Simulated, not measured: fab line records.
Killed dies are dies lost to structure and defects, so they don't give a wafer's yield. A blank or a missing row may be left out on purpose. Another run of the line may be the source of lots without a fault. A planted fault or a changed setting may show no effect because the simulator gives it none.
fab line records	flow sky130
[record] lots = 5	wafers = 15	last-day = 50
route steps=708 shown POLY_CUT@312 SD_P@320 RES_XHIGH@332 SD_N@342 PAD_OPEN@708
lots untouched by any fault: they come from a run of this same line in which no faults occurred
start-h: hours from the record's opening day to when the first of the lot's shown wafers began	wait-h: how many hours have passed since the lot's step before this one	" as in the row above	L1.1+2: several wafers, shown together as one row	- either no value or no given start	* or withheld: withheld	< > ~ a bound
route shown NAME@n: NAME is a module with steps in the file, n the number in the route of the first one	usual: average and standard deviation across the fault-free wafers	same: alike in all rows	chamber/n: place in a boat	sites: the reading at each site	_std_site: standard deviation across them	_edge_site: the outer-site mean with the inner-site mean subtracted	radius-mm: for every site, how far away it sits from the centre of the wafer	mask NAME#n: copy n	behind: the most recent tool/chamber to have shaped the wafer	hold: why the lot was held/for how many hours/how that ended	device: transistor that didn't switch, given as n, p or np	end of line: the tests these same wafers got at the end of their route	where a step has no rows: the recipe by itself	killed: dies lost to structure and defects at the first sort, not the wafer's yield	map: the dies of a wafer, with x for killed, . for not killed, _ for no die there
set.NAME: setting as actually run; set.NAME@STEP: the setting as run at that earlier step	model.NAME: the simulator's own value behind a step, which no gauge read
a table for each step, a row for each wafer; lots at some steps of the route
services: from which hour (start-h, from the record's first day; less than 0 if before it) a tool's chamber was out of use, for how many hours, and why
[[steps]]
[step SKY_POLY_CUT_EXPOSE_05]
[recipe] mask-id = NPCM	na = 0.8	source-shape = annular	sigma-inner = 0.55	sigma-outer = 0.85	target-cd-nm = 270	dose-mj = 32
[step SKY_POLY_CUT_PEB_06]
[recipe] peb-temp-c = withheld	peb-time-s = withheld	resist = KrF-thick
[step SKY_POLY_CUT_DEVELOP_07]
[recipe] develop-time-s = 60	resist = KrF-thick	dev-temp-c = 21
[step SKY_POLY_CUT_CD_MEAS_08]
[recipe] target-cd-nm = 270
[usual] cd-nm = 270.4/1.5
lot.wafer	tool	chamber	start-h	wait-h	cd-nm
L391.2	cd-sem-02	-	556.06	-	272.3
L391.3	"	-	"	"	271.8
L391.5	"	-	"	"	271.1
L394.1	cd-sem-01	-	580.55	-	271.5
L394.3	"	-	"	"	269.6
L394.5	"	-	"	"	270.5
L397.2	cd-sem-01	-	616.52	-	268.8
L397.3	"	-	"	"	269.2
L397.4	"	-	"	"	269.4
L411.3	cd-sem-01	-	722.38	-	272.0
L411.4	"	-	"	"	271.4
L411.5	"	-	"	"	271.3
L413.3	cd-sem-02	-	746.03	-	267.9
L413.4	"	-	"	"	267.1
L413.6	"	-	"	"	266.8
[step SKY_POLY_CUT_OVL_MEAS_09]
[usual] POLY_CUT_OVL = -1/5.4
lot.wafer	tool	chamber	start-h	wait-h	POLY_CUT_OVL[nm]
L391.2	overlay-01	-	556.16	0.1	4
L391.3	"	-	"	"	-10
L391.5	"	-	"	"	-2
L394.1	overlay-01	-	580.67	0.1	8
L394.3	"	-	"	"	5
L394.5	"	-	"	"	10
L397.2	overlay-01	-	616.62	0.1	2
L397.3	"	-	"	"	-17
L397.4	"	-	"	"	-4
L411.3	overlay-02	-	722.47	0.1	-1
L411.4	"	-	"	"	-2
L411.5	"	-	"	"	-4
L413.3	overlay-02	-	746.12	0.1	-3
L413.4	"	-	"	"	1
L413.6	"	-	"	"	5
[step SKY_POLY_CUT_ETCH_10]
[recipe] chemistry = N2/H2	target = BARC	ion-energy-ev = 200	source-w = 500	bias-w = 100	pressure-mtorr = 30	n2-flow-sccm = 100	h2-flow-sccm = 200	stop-on = SiO2	time-s = 45.9	target-depth-a = 600
[usual] drypump-motor-current-A = 5.6/0.41	oes-product-au = 0.855/0.004	throttle-valve-pct = 13.225/0.0096
lot.wafer	tool	chamber	start-h	wait-h	drypump-motor-current-A	oes-product-au	rf-hours-counter-h	throttle-valve-pct
L391.2	rie-diel-02	1	556.19	0.0	6.5	0.855	5	13.226
L391.3	"	2	"	"	6.0	0.855	11	13.209
L391.5	"	3	"	"	6.1	0.855	-	13.225
L394.1	rie-diel-02	1	580.70	0.0	6.5	0.855	5	13.208
L394.3	"	0	"	"	5.6	0.855	66	13.218
L394.5	"	3	"	"	6.1	0.856	-	13.215
L397.2	rie-diel-01	1	616.65	0.0	4.9	0.860	11	13.225
L397.3	"	3	"	"	5.5	0.853	4	13.233
L397.4	"	3	"	"	5.5	0.855	-	13.224
L411.3	rie-diel-02	1	722.49	0.0	6.4	0.858	8	13.231
L411.4	"	0	"	"	5.7	0.854	2	13.216
L411.5	"	0	"	"	5.7	0.854	-	13.229
L413.3	rie-diel-02	3	746.14	0.0	6.1	0.853	14	13.229
L413.4	"	2	"	"	6.0	0.866	15	13.226
L413.6	"	1	"	"	6.4	0.858	-	13.216
[step SKY_POLY_CUT_ETCH_11]
[recipe] target = Si3N4	chemistry = CF4/CH2F2/Ar	stop-on = poly-Si	source-w = 600	bias-w = 150	pressure-mtorr = 40	cf4-flow-sccm = 40	ch2f2-flow-sccm = 20	Ar_flow_sccm = 150	time-s = 42.5	target-depth-a = 600
[usual] drypump-motor-current-A = 5.6/0.41	oes-product-au = 0.829/0.0064	throttle-valve-pct = 14.996/0.0093
lot.wafer	tool	chamber	start-h	wait-h	drypump-motor-current-A	oes-product-au	rf-hours-counter-h	throttle-valve-pct
L391.2	rie-diel-02	1	556.23	0.0	6.4	0.827	5	14.991
L391.3	"	2	"	"	6.0	0.835	11	14.980
L391.5	"	3	"	"	6.2	0.835	-	15.009
L394.1	rie-diel-02	1	580.75	0.0	6.4	0.826	5	15.003
L394.3	"	0	"	"	5.6	0.842	66	15.005
L394.5	"	3	"	"	6.1	0.829	-	15.000
L397.2	rie-diel-01	1	616.70	0.0	4.9	0.837	11	14.988
L397.3	"	3	"	"	5.6	0.826	4	14.987
L397.4	"	3	"	"	5.5	0.826	-	14.991
L411.3	rie-diel-02	1	722.54	0.0	6.5	0.832	8	15.005
L411.4	"	0	"	"	5.6	0.834	2	14.997
L411.5	"	0	"	"	5.7	0.824	-	15.000
L413.3	rie-diel-02	3	746.19	0.0	6.1	0.823	14	14.988
L413.4	"	2	"	"	6.0	0.819	15	14.992
L413.6	"	1	"	"	6.5	0.820	-	14.990
[step SKY_POLY_CUT_STRIP_12]
[recipe] chemistry = O2/N2	power-w = 1400	pressure-mtorr = 1500	platen-temp-c = withheld	o2-flow-sccm = 3000	n2-flow-sccm = 300	overash-fraction = 0.5
[usual] drypump-motor-current-A = 5.6/0.36	oes-product-au = 0.453/0.0048	strip-time-to-endpoint-s = 5.364/0.013
lot.wafer	tool	chamber	start-h	wait-h	drypump-motor-current-A	oes-product-au	rf-hours-counter-h	strip-time-to-endpoint-s
L391.2	plasma-asher-02	1	556.28	0.0	5.7	0.452	13	5.370
L391.3	"	1	"	"	5.7	0.461	-	5.397
L391.5	"	0	"	"	4.9	0.459	-	5.372
L394.1	plasma-asher-02	0	580.79	0.0	4.9	0.449	15	5.353
L394.3	"	1	"	"	5.7	0.446	-	5.356
L394.5	"	1	"	"	5.7	0.456	-	5.375
L397.2	plasma-asher-04	1	616.74	0.0	5.6	0.454	93	5.378
L397.3	"	0	"	"	5.4	0.450	-	5.358
L397.4	"	1	"	"	5.6	0.450	-	5.374
L411.3	plasma-asher-03	0	722.61	0.1	6.0	0.449	-	5.365
L411.4	"	1	"	"	5.7	0.453	-	5.367
L411.5	"	1	"	"	5.7	0.448	-	5.348
L413.3	plasma-asher-04	1	746.26	0.1	5.6	0.458	-	5.387
L413.4	"	0	"	"	5.4	0.457	-	5.363
L413.6	"	1	"	"	5.6	0.450	-	5.362
[step SKY_SD_P_DEHYDRATE_00]
[recipe] temp-c = 200	time-s = 60
[step SKY_SD_P_HMDS_01]
[recipe] prime-time-s = 60	prime-temp-c = 120
[step SKY_SD_P_COAT_02]
[recipe] resist = NOVOLAK	spin-rpm = 3000	resist-thk-nm = 1140
[step SKY_SD_P_SOFTBAKE_03]
[recipe] temp-c = 90	time-s = 60	resist = NOVOLAK
[step SKY_SD_P_EXPOSE_04]
[recipe] mask-id = PSDM	na = 0.6	source-shape = conventional	sigma-outer = 0.6	polarization = unpolarized	target-cd-nm = 380	dose-mj = 138
[usual] reticle-temp-C = 22.99/0.1
[same] na = 0.6	sigma-outer = 0.6
lot.wafer	tool	chamber	start-h	wait-h	mask	reticle-temp-C
L391.2	iline-stepper-02	0	571.11	-	PSDM#0	22.96
L391.3	"	0	"	"	PSDM#0	22.94
L391.5	"	0	"	"	PSDM#0	23.10
L394.1	iline-stepper-01	0	595.42	-	PSDM#0	22.92
L394.3	"	0	"	"	PSDM#0	23.07
L394.5	"	0	"	"	PSDM#0	23.01
L397.2	iline-stepper-02	0	631.17	-	URPM#0	22.97
L397.3	"	0	"	"	URPM#0	23.15
L397.4	"	0	"	"	URPM#0	22.96
L411.3	iline-stepper-01	0	737.20	-	PSDM#0	22.89
L411.4	"	0	"	"	PSDM#0	23.02
L411.5	"	0	"	"	PSDM#0	22.92
L413.3	iline-stepper-01	0	759.79	-	PSDM#0	22.99
L413.4	"	0	"	"	PSDM#0	23.09
L413.6	"	0	"	"	PSDM#0	22.69
[step SKY_SD_P_PEB_05]
[recipe] temp-c = withheld	time-s = *	resist = NOVOLAK
[step SKY_SD_P_DEVELOP_06]
[recipe] resist = NOVOLAK	developer = TMAH	develop-time-s = 60	dev-temp-c = 23
[step SKY_SD_P_CD_MEAS_07]
[recipe] target-cd-nm = 380
[usual] cd-nm = 379.2/2.6
lot.wafer	tool	chamber	start-h	wait-h	cd-nm
L391.2	cd-sem-02	-	585.63	0.1	377.9
L391.3	"	-	"	"	378.8
L391.5	"	-	"	"	380.6
L394.1	cd-sem-01	-	610.04	0.1	379.9
L394.3	"	-	"	"	379.5
L394.5	"	-	"	"	377.8
L397.2	cd-sem-01	-	645.87	0.1	-
L397.3	"	-	"	"	-
L397.4	"	-	"	"	-
L411.3	cd-sem-01	-	750.09	0.1	378.3
L411.4	"	-	"	"	375.7
L411.5	"	-	"	"	380.4
L413.3	cd-sem-01	-	773.44	0.1	378.5
L413.4	"	-	"	"	374.1
L413.6	"	-	"	"	377.8
[step SKY_SD_P_OVL_MEAS_08]
[usual] SD_P_OVL = -2.4/1.3
lot.wafer	tool	chamber	start-h	wait-h	SD_P_OVL[nm]
L391.2	overlay-01	-	585.73	0.1	-3.1
L391.3	"	-	"	"	-2.8
L391.5	"	-	"	"	-1.5
L394.1	overlay-02	-	610.16	0.1	-2.7
L394.3	"	-	"	"	-3.0
L394.5	"	-	"	"	-3.1
L397.2	overlay-01	-	645.97	0.1	-
L397.3	"	-	"	"	-
L397.4	"	-	"	"	-
L411.3	overlay-01	-	750.18	0.1	-0.7
L411.4	"	-	"	"	-1.3
L411.5	"	-	"	"	-2.0
L413.3	overlay-02	-	773.53	0.1	-4.7
L413.4	"	-	"	"	-2.6
L413.6	"	-	"	"	-3.4
[step SKY_SD_P_IMPLANT_09]
[recipe] species = BF2	energy-kev = 20	dose-cm2 = 3e+15	tilt-deg = 0
[step SKY_SD_P_STRIP_10]
[recipe] chemistry = O2/N2	power-w = 1400	pressure-mtorr = 1500	platen-temp-c = withheld	o2-flow-sccm = 3000	n2-flow-sccm = 300	overash-fraction = 0.5
[usual] drypump-motor-current-A = 5.8/0.45	oes-product-au = 0.617/0.0044	strip-time-to-endpoint-s = 17.50/0.031
lot.wafer	tool	chamber	start-h	wait-h	drypump-motor-current-A	oes-product-au	rf-hours-counter-h	strip-time-to-endpoint-s
L391.2	plasma-asher-04	0	585.91	0.1	5.5	0.617	90	17.50
L391.3	"	1	"	"	5.6	0.618	-	17.50
L391.5	"	0	"	"	5.4	0.620	-	17.49
L394.1	plasma-asher-04	0	610.34	0.1	5.4	0.615	93	17.52
L394.3	"	0	"	"	5.4	0.610	-	17.52
L394.5	"	0	"	"	5.4	0.618	-	17.53
L397.2	plasma-asher-04	1	646.15	0.1	5.6	0.618	96	17.51
L397.3	"	1	"	"	5.6	0.613	-	17.51
L397.4	"	0	"	"	5.4	0.608	-	17.48
L411.3	plasma-asher-02	0	750.39	0.1	4.9	0.622	-	17.57
L411.4	"	1	"	"	5.7	0.618	-	17.50
L411.5	"	0	"	"	4.9	0.618	-	17.49
L413.3	plasma-asher-01	0	773.74	0.1	6.2	0.620	-	17.41
L413.4	"	1	"	"	6.3	0.627	-	17.49
L413.6	"	0	"	"	6.2	0.619	-	17.49
[step SKY_SD_P_TW_MEAS_11]
[usual] SD_P_TW = 2829/32
lot.wafer	tool	chamber	start-h	wait-h	SD_P_TW
L391.2	film-metro-04	-	586.02	0.1	2865
L391.3	"	-	"	"	2871
L391.5	"	-	"	"	2862
L394.1	film-metro-03	-	610.44	0.1	2797
L394.3	"	-	"	"	2777
L394.5	"	-	"	"	2782
L397.2	film-metro-04	-	646.26	0.1	30
L397.3	"	-	"	"	30
L397.4	"	-	"	"	30
L411.3	film-metro-03	-	750.47	0.1	2804
L411.4	"	-	"	"	2811
L411.5	"	-	"	"	2792
L413.3	film-metro-01	-	773.82	0.1	2873
L413.4	"	-	"	"	2850
L413.6	"	-	"	"	2853
[step SKY_RES_XHIGH_DEHYDRATE_00]
[recipe] temp-c = 200	time-s = 60
[step SKY_RES_XHIGH_HMDS_01]
[recipe] prime-time-s = 60	prime-temp-c = 120
[step SKY_RES_XHIGH_COAT_02]
[recipe] resist = NOVOLAK	spin-rpm = 3000	resist-thk-nm = 1140
[step SKY_RES_XHIGH_SOFTBAKE_03]
[recipe] temp-c = 90	time-s = 60	resist = NOVOLAK
[step SKY_RES_XHIGH_EXPOSE_04]
[recipe] mask-id = URPM	na = 0.6	source-shape = conventional	sigma-outer = 0.6	polarization = unpolarized	target-cd-nm = 1270	dose-mj = 140
[step SKY_RES_XHIGH_PEB_05]
[recipe] temp-c = withheld	time-s = *	resist = NOVOLAK
[step SKY_RES_XHIGH_DEVELOP_06]
[recipe] resist = NOVOLAK	developer = TMAH	develop-time-s = 60	dev-temp-c = 23
[step SKY_RES_XHIGH_IMPLANT_07]
[recipe] species = BF2	energy-kev = 20	dose-cm2 = 3.6e+14	tilt-deg = 0
[step SKY_RES_XHIGH_STRIP_08]
[recipe] chemistry = O2/N2	power-w = 1400	pressure-mtorr = 1500	platen-temp-c = withheld	o2-flow-sccm = 3000	n2-flow-sccm = 300	overash-fraction = 0.5
[usual] drypump-motor-current-A = 6.06/0.27	oes-product-au = 0.711/0.0042	strip-time-to-endpoint-s = 14.28/0.046
lot.wafer	tool	chamber	start-h	wait-h	drypump-motor-current-A	oes-product-au	rf-hours-counter-h	strip-time-to-endpoint-s
L391.2	plasma-asher-01	1	615.10	0.1	6.36	0.713	83	14.29
L391.3	"	1	"	"	6.37	0.712	-	14.30
L391.5	"	0	"	"	6.17	0.705	-	14.28
L394.1	plasma-asher-01	1	639.58	0.1	6.36	0.710	86	14.27
L394.3	"	1	"	"	6.33	0.713	-	14.29
L394.5	"	1	"	"	6.35	0.710	-	14.28
L397.2	plasma-asher-01	1	675.73	0.1	6.30	0.712	89	14.27
L397.3	"	1	"	"	6.29	0.719	-	14.28
L397.4	"	0	"	"	6.19	0.714	-	14.27
L411.3	plasma-asher-04	1	777.91	0.1	5.61	0.716	-	14.28
L411.4	"	0	"	"	5.44	0.706	-	14.28
L411.5	"	0	"	"	5.42	0.709	-	14.32
L413.3	plasma-asher-03	1	799.83	0.1	5.74	0.711	-	14.36
L413.4	"	0	"	"	5.98	0.709	-	14.35
L413.6	"	1	"	"	5.73	0.710	-	14.35
[step SKY_RES_XHIGH_TW_MEAS_09]
[usual] RES_XHIGH_TW = 1646/15
lot.wafer	tool	chamber	start-h	wait-h	RES_XHIGH_TW
L391.2	film-metro-04	-	615.21	0.1	1656
L391.3	"	-	"	"	1650
L391.5	"	-	"	"	1647
L394.1	film-metro-01	-	639.68	0.1	1649
L394.3	"	-	"	"	1641
L394.5	"	-	"	"	1653
L397.2	film-metro-03	-	675.84	0.1	2876
L397.3	"	-	"	"	2864
L397.4	"	-	"	"	2875
L411.3	film-metro-04	-	778.09	0.1	1653
L411.4	"	-	"	"	1654
L411.5	"	-	"	"	1648
L413.3	film-metro-04	-	799.92	0.1	1648
L413.4	"	-	"	"	1651
L413.6	"	-	"	"	1659
[step SKY_SD_N_DEHYDRATE_00]
[recipe] temp-c = 200	time-s = 60
[step SKY_PAD_OPEN_PROBE_99]
[usual] killed_at_M0_to_M3 = 42/7.4	killed_at_M4_up = 3.3/2.1	killed-at-contacts = 24/5.3	killed-at-front-end = 15/4.5	killed-at-other = 0.3/0.57	killed-dies = 84/10	killed-on-rim = 17/3.8	killed-open = 46/7.5	killed-short = 38/6.4
[same] gross-dies = 492	killed-at-back-side = 0
lot.wafer	tool	chamber	start-h	wait-h	killed_at_M0_to_M3	killed_at_M4_up	killed-at-contacts	killed-at-front-end	killed-at-other	killed-dies	killed-on-rim	killed-open	killed-short
L391.2	prober-02	-	1070.53	0.1	32	3	26	15	0	76	11	41	34
L391.3	prober-02	-	1070.58	0.2	39	4	29	11	1	84	19	52	30
L391.5	prober-02	-	1070.68	0.2	36	3	26	17	0	82	14	46	36
L394.1	prober-01	-	1091.25	0.1	42	4	31	24	0	101	24	55	46
L394.3	prober-01	-	1091.35	0.2	39	0	25	8	0	72	18	41	31
L394.5	prober-01	-	1091.45	0.2	40	3	21	12	1	77	18	44	33
L397.2	prober-02	-	1115.08	0.1	45	1	29	417	0	492	96	50	29
L397.3	prober-02	-	1115.13	0.2	23	3	25	441	0	492	96	35	22
L397.4	prober-02	-	1115.18	0.2	41	5	22	424	0	492	96	39	42
L411.3	prober-01	-	1183.88	0.2	41	4	17	11	0	73	15	44	29
L411.4	prober-01	-	1183.93	0.2	45	2	28	11	0	86	23	53	33
L411.5	prober-01	-	1183.98	0.2	35	2	28	10	1	76	18	46	30
L413.3	prober-01	-	1196.18	0.2	40	1	24	4	0	69	7	47	22
L413.4	prober-01	-	1196.23	0.2	35	2	18	11	0	66	14	36	30
L413.6	prober-01	-	1196.33	0.2	38	5	21	15	0	79	15	37	42
// killed by level:class
L391.2 CONTACT:geometric-particle:open=9 LI_CONTACT:geometric-particle:open=7 VIA1:geometric-particle:open=7 METAL1:geometric-particle:short=6 POLY_GATE:geometric-particle:open=5 CONTACT:geometric-particle:short=5 VIA2:geometric-particle:open=5 POLY_GATE:geometric-particle:short=4
L391.3 VIA1:geometric-particle:open=13 LI_CONTACT:geometric-particle:open=9 CONTACT:geometric-particle:open=9 VIA1:geometric-particle:short=6 LOCAL_INTERCONNECT:geometric-particle:short=5 VIA2:geometric-particle:open=5 POLY_GATE:geometric-particle:short=4 POLY_GATE:geometric-particle:open=3
L391.5 CONTACT:geometric-particle:open=10 VIA1:geometric-particle:open=10 LI_CONTACT:geometric-particle:open=9 POLY_GATE:geometric-particle:short=7 VIA2:geometric-particle:open=7 CONTACT:geometric-particle:short=4 METAL1:geometric-particle:short=4 METAL2:geometric-particle:short=4
L394.1 CONTACT:geometric-particle:open=11 LI_CONTACT:geometric-particle:open=8 VIA1:geometric-particle:open=8 POLY_GATE:geometric-particle:short=6 VIA2:geometric-particle:short=6 VIA3:geometric-particle:open=6 FIELD_ISO:geometric-particle:open=5 CONTACT:geometric-particle:short=5
L394.3 VIA1:geometric-particle:open=11 VIA3:geometric-particle:open=7 CONTACT:geometric-particle:open=7 LI_CONTACT:geometric-particle:open=6 CONTACT:geometric-particle:short=6 METAL2:geometric-particle:short=5 LOCAL_INTERCONNECT:geometric-particle:short=4 METAL1:geometric-particle:short=4
L394.5 VIA1:geometric-particle:open=10 LI_CONTACT:geometric-particle:open=7 CONTACT:geometric-particle:short=7 CONTACT:geometric-particle:open=7 VIA3:geometric-particle:open=5 VIA1:geometric-particle:short=5 VIA3:geometric-particle:short=4 METAL1:geometric-particle:short=4
L397.2 SD_P:area-expose=412 VIA1:geometric-particle:open=12 VIA2:geometric-particle:open=12 CONTACT:geometric-particle:open=11 METAL2:geometric-particle:short=7 VIA3:geometric-particle:open=6 CONTACT:geometric-particle:short=5 LI_CONTACT:geometric-particle:open=4
L397.3 SD_P:area-expose=435 LI_CONTACT:geometric-particle:open=12 CONTACT:geometric-particle:open=10 METAL2:geometric-particle:short=4 POLY_GATE:geometric-particle:open=3 METAL1:geometric-particle:short=3 VIA1:geometric-particle:open=3 METAL3:geometric-particle:short=3
L397.4 SD_P:area-expose=411 VIA2:geometric-particle:open=11 VIA1:geometric-particle:open=10 CONTACT:geometric-particle:short=9 METAL1:geometric-particle:short=5 METAL4:geometric-particle:short=5 LI_CONTACT:geometric-particle:open=4 CONTACT:geometric-particle:open=4
L411.3 VIA3:geometric-particle:open=9 VIA1:geometric-particle:open=8 FIELD_ISO:geometric-particle:open=6 LI_CONTACT:geometric-particle:open=5 CONTACT:geometric-particle:open=5 METAL1:geometric-particle:short=5 VIA2:geometric-particle:open=5 LI_CONTACT:geometric-particle:short=4
L411.4 CONTACT:geometric-particle:open=11 VIA1:geometric-particle:open=9 LI_CONTACT:geometric-particle:open=7 VIA2:geometric-particle:open=7 VIA3:geometric-particle:open=7 FIELD_ISO:geometric-particle:open=6 VIA1:geometric-particle:short=5 LOCAL_INTERCONNECT:geometric-particle:short=5
L411.5 VIA2:geometric-particle:open=10 CONTACT:geometric-particle:open=9 LI_CONTACT:geometric-particle:open=7 VIA3:geometric-particle:open=7 CONTACT:geometric-particle:short=6 VIA1:geometric-particle:open=5 LOCAL_INTERCONNECT:geometric-particle:short=4 VIA1:geometric-particle:short=3
L413.3 VIA1:geometric-particle:open=13 LI_CONTACT:geometric-particle:open=9 CONTACT:geometric-particle:open=6 VIA2:geometric-particle:open=6 VIA3:geometric-particle:open=6 METAL2:geometric-particle:short=5 CONTACT:geometric-particle:short=3 METAL1:geometric-particle:short=3
L413.4 VIA1:geometric-particle:open=11 METAL2:geometric-particle:short=6 FIELD_ISO:geometric-particle:short=4 LI_CONTACT:geometric-particle:open=4 CONTACT:geometric-particle:open=4 METAL1:geometric-particle:short=4 VIA2:geometric-particle:open=4 VIA3:geometric-particle:open=4
L413.6 VIA1:geometric-particle:open=11 METAL1:geometric-particle:short=8 CONTACT:geometric-particle:open=6 LOCAL_INTERCONNECT:geometric-particle:short=6 CONTACT:geometric-particle:short=6 POLY_GATE:geometric-particle:short=5 METAL2:geometric-particle:short=5 VIA3:geometric-particle:open=5
// map L397.2 (x killed, . not)
__________xxxxxxxxxx_________
________xxxxxxxxxxxxxx_______
______xxxxxxxxxxxxxxxxxx_____
_____xxxxxxxxxxxxxxxxxxxx____
____xxxxxxxxxxxxxxxxxxxxxx___
___xxxxxxxxxxxxxxxxxxxxxxxx__
__xxxxxxxxxxxxxxxxxxxxxxxxxx_
_xxxxxxxxxxxxxxxxxxxxxxxxxxxx
_xxxxxxxxxxxxxxxxxxxxxxxxxxxx
_xxxxxxxxxxxxxxxxxxxxxxxxxxxx
_xxxxxxxxxxxxxxxxxxxxxxxxxxxx
_xxxxxxxxxxxxxxxxxxxxxxxxxxxx
_xxxxxxxxxxxxxxxxxxxxxxxxxxxx
_xxxxxxxxxxxxxxxxxxxxxxxxxxxx
_xxxxxxxxxxxxxxxxxxxxxxxxxxxx
__xxxxxxxxxxxxxxxxxxxxxxxxxx_
___xxxxxxxxxxxxxxxxxxxxxxxx__
____xxxxxxxxxxxxxxxxxxxxxx___
_____xxxxxxxxxxxxxxxxxxxx____
______xxxxxxxxxxxxxxxxxx_____
________xxxxxxxxxxxxxx_______
__________xxxxxxxxxx_________
// map L391.3 (x killed, . not)
__________x.....x..x_________
________..x..........._______
______..x.....x........._____
_____....x..xx........x..____
____xx.....x...x.......x.x___
___...x............x...x...__
__.x.....x..x.......x......._
_x.....x..x.x.x.....x.x......
_.x.......x.xx..x.....x....xx
_.x.xx.......................
_..x.............x..x..x.x.x.
_.................xx.........
_...x..x....xx...............
_x.........x.x.....x.x....x..
_..x...xx..........x.........
__x...x....x................_
___........x..x............__
____x....xx.x.x.......x.x.___
_____............xx..x...____
______.......x.........._____
________.x....x......._______
__________.x..x....x_________
[[services]]
tool	chamber	start-h	hours	kind
iline-stepper-01	-	549.96	1.7	pm
rie-diel-02	2	569.20	1.6	repair
iline-stepper-02	-	571.78	6.2	repair
plasma-asher-03	-	594.60	5.3	repair
iline-stepper-02	-	601.36	10.4	repair
rie-diel-01	0	607.92	13.9	repair
rie-diel-01	3	608.68	4.2	repair
iline-stepper-02	-	611.75	1.7	pm
rie-diel-01	0	622.67	9.8	repair
rie-diel-01	3	634.01	9.6	repair
iline-stepper-02	-	634.35	8.9	pm
plasma-asher-01	-	637.24	0.8	repair
rie-diel-01	0	675.83	2.0	repair
iline-stepper-02	-	683.11	2.1	pm
rie-diel-02	2	687.70	9.9	repair
plasma-asher-02	-	698.96	1.4	repair
plasma-asher-04	-	727.57	0.4	repair
iline-stepper-02	-	731.56	4.4	pm
plasma-asher-04	-	733.75	9.0	pm
plasma-asher-03	-	743.87	2.8	pm
iline-stepper-01	-	768.14	1.7	pm
plasma-asher-03	-	772.51	3.8	repair
rie-diel-02	-	777.81	2.4	repair
rie-diel-02	3	786.76	9.6	repair
[[key]]
[first-sign] step = SKY_SD_P_EXPOSE_04	reading = mask	direction = changed
[effect] step = SKY_SD_P_CD_MEAS_07	reading = cd-nm	direction = missing
[effect] step = SKY_SD_P_OVL_MEAS_08	reading = SD_P_OVL	direction = missing
[effect] step = SKY_SD_P_TW_MEAS_11	reading = SD_P_TW	direction = down	sigmas = 87	usual = 2829	struck = 30
[effect] step = SKY_RES_XHIGH_TW_MEAS_09	reading = RES_XHIGH_TW	direction = up	sigmas = 79	usual = 1646	struck = 2872
[effect] step = SKY_PAD_OPEN_PROBE_99	reading = killed-at-front-end	direction = up	sigmas = 93	usual = 15	struck = 427
[more-kills-born-at] SKY_SD_P_EXPOSE_04@iline-stepper-02 = 1258
met-at SKY_SD_P_EXPOSE_04
struck-wafers L397.2,L397.3,L397.4
tester-left-out L397
onset-between 571.11 631.17
[fault] kind = wrong-mask	tool = any	chamber = -	onset-h = 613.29	steps = SKY_SD_P_EXPOSE_04	aux-copy = URPM#0	scope = struck-lots-only
// tester-left-out: of these lots the tester's yield and bins aren't shown, on N5 and GAA mostly nor the transistor test; their killed dies are dies lost to structure and defects alone, not to doping, threshold or leakage, so they don't give the yield
